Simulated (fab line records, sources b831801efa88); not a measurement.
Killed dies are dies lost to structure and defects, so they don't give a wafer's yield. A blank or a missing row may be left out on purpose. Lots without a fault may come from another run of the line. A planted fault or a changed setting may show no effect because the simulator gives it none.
Which tool did it? | flow gf180mcu | 12 lots, 36 wafers sampled, at 3 steps of a route of 602

WHAT THE GAUGES READ, wafer by wafer
GF_V5_THK_MEAS_25: measures by xrf. Usual: V5_W_THK 364 nm, standard deviation 4.
lot  | measured     | on            | V5_W_THK (nm) | flag
L791 | day 27 13:33 | film_metro-01 | 363 363 358   |
L792 | day 27 23:10 | film_metro-04 | 362 361 368   |
L793 | day 28 01:03 | film_metro-04 | 370 371 365   |
L794 | day 28 09:43 | film_metro-03 | 369 369 366   |
L796 | day 29 00:22 | film_metro-04 | 363 365 364   |
L797 | day 29 10:50 | film_metro-03 | 368 368 362   |
L798 | day 29 17:40 | film_metro-03 | 368 371 366   |
L801 | day 30 14:31 | film_metro-01 | 356 355 359   |
L803 | day 30 23:17 | film_metro-01 | 362 360 363   |
L809 | day 33 00:16 | film_metro-04 | 363 360 368   |
L811 | day 33 02:38 | film_metro-03 | 365 361 361   |
L813 | day 33 17:44 | film_metro-03 | 358 365 364   |

GF_TOP_METAL_THK_MEAS_06: measures by xrf. Usual: TOP_METAL_ALCU_THK 879 nm, standard deviation 12.
lot  | measured     | on            | TOP_METAL_ALCU_THK (nm) | flag
L791 | day 27 14:15 | film_metro-02 | 881 882 878             |
L792 | day 27 23:52 | film_metro-02 | 869 867 861             |
L793 | day 28 01:45 | film_metro-02 | 875 873 868             |
L794 | day 28 10:25 | film_metro-04 | 874 872 879             |
L796 | day 29 01:04 | film_metro-02 | 879 892 878             |
L797 | day 29 11:32 | film_metro-04 | 897 884 882             |
L798 | day 29 18:22 | film_metro-02 | 863 884 866             |
L801 | day 30 15:13 | film_metro-04 | 877 887 885             |
L803 | day 30 23:59 | film_metro-04 | 876 900 888             |
L809 | day 33 00:58 | film_metro-02 | 881 899 886             |
L811 | day 33 03:20 | film_metro-01 | 865 868 870             |
L813 | day 33 18:26 | film_metro-04 | 891 871 894             |

WHICH TOOL RAN EACH LOT (tool, then ch and the chambers of the sampled wafers, then the start)
lot  | GF_V5_SPUTTER_22
L791 | pvd_sputter-02, day 27 13:16
L792 | pvd_sputter-01, day 27 22:54
L793 | pvd_sputter-02, day 28 00:46
L794 | pvd_sputter-01, day 28 09:20
L796 | pvd_sputter-02, day 29 00:05
L797 | pvd_sputter-02, day 29 10:34
L798 | pvd_sputter-02, day 29 17:23
L801 | pvd_sputter-03, day 30 14:14
L803 | pvd_sputter-02, day 30 23:01
L809 | pvd_sputter-01, day 33 00:00
L811 | pvd_sputter-01, day 33 02:22
L813 | pvd_sputter-02, day 33 17:28
- GF_V5_SPUTTER_22: material TiN, target thk 10 nm, time 40 s.

WHAT THE TOOLS THEMSELVES READ (means of the sampled wafers that have a number; where no wafer has one, the mark that the record gives instead)
GF_V5_SPUTTER_22. Usual: chamber_pressure_pa 5.000 Pa, standard deviation 0.0095; throttle_valve_pct 29.8 %, standard deviation 1.1.
lot  | tool           | chamber_pressure_pa (Pa) | throttle_valve_pct (%) | flag
L791 | pvd_sputter-02 | 5.005                    | 29.7                   |
L792 | pvd_sputter-01 | 5.000                    | 30.4                   |
L793 | pvd_sputter-02 | 4.999                    | 29.6                   |
L794 | pvd_sputter-01 | 4.999                    | 30.4                   |
L796 | pvd_sputter-02 | 4.998                    | 29.9                   |
L797 | pvd_sputter-02 | 5.007                    | 29.9                   |
L798 | pvd_sputter-02 | 5.006                    | 28.9                   |
L801 | pvd_sputter-03 | 5.000                    | 29.6                   |
L803 | pvd_sputter-02 | 4.999                    | 29.5                   |
L809 | pvd_sputter-01 | 5.002                    | 30.1                   |
L811 | pvd_sputter-01 | 5.014                    | 30.6                   |
L813 | pvd_sputter-02 | 4.992                    | 28.7                   |

THE ANSWER, worked out from the rows above alone
Rule: a lot is off if the mean of its wafers that have a number lies more than 3 standard deviations from the usual mean. A lot without any number at a reading at which 4 lots or more have one is off too. The other lots that the step has rows for count as sound. The gauges are gone through in route order, then the tools' own readings, and for those a lot's mean is taken as printed above. The first step at which some lot is off is used, and at that step the reading that is off furthest; a lot without a number counts as furthest.
No lot is off at any reading shown: from this, nothing can be told.

WHAT THE SIMULATOR HAD PUT IN
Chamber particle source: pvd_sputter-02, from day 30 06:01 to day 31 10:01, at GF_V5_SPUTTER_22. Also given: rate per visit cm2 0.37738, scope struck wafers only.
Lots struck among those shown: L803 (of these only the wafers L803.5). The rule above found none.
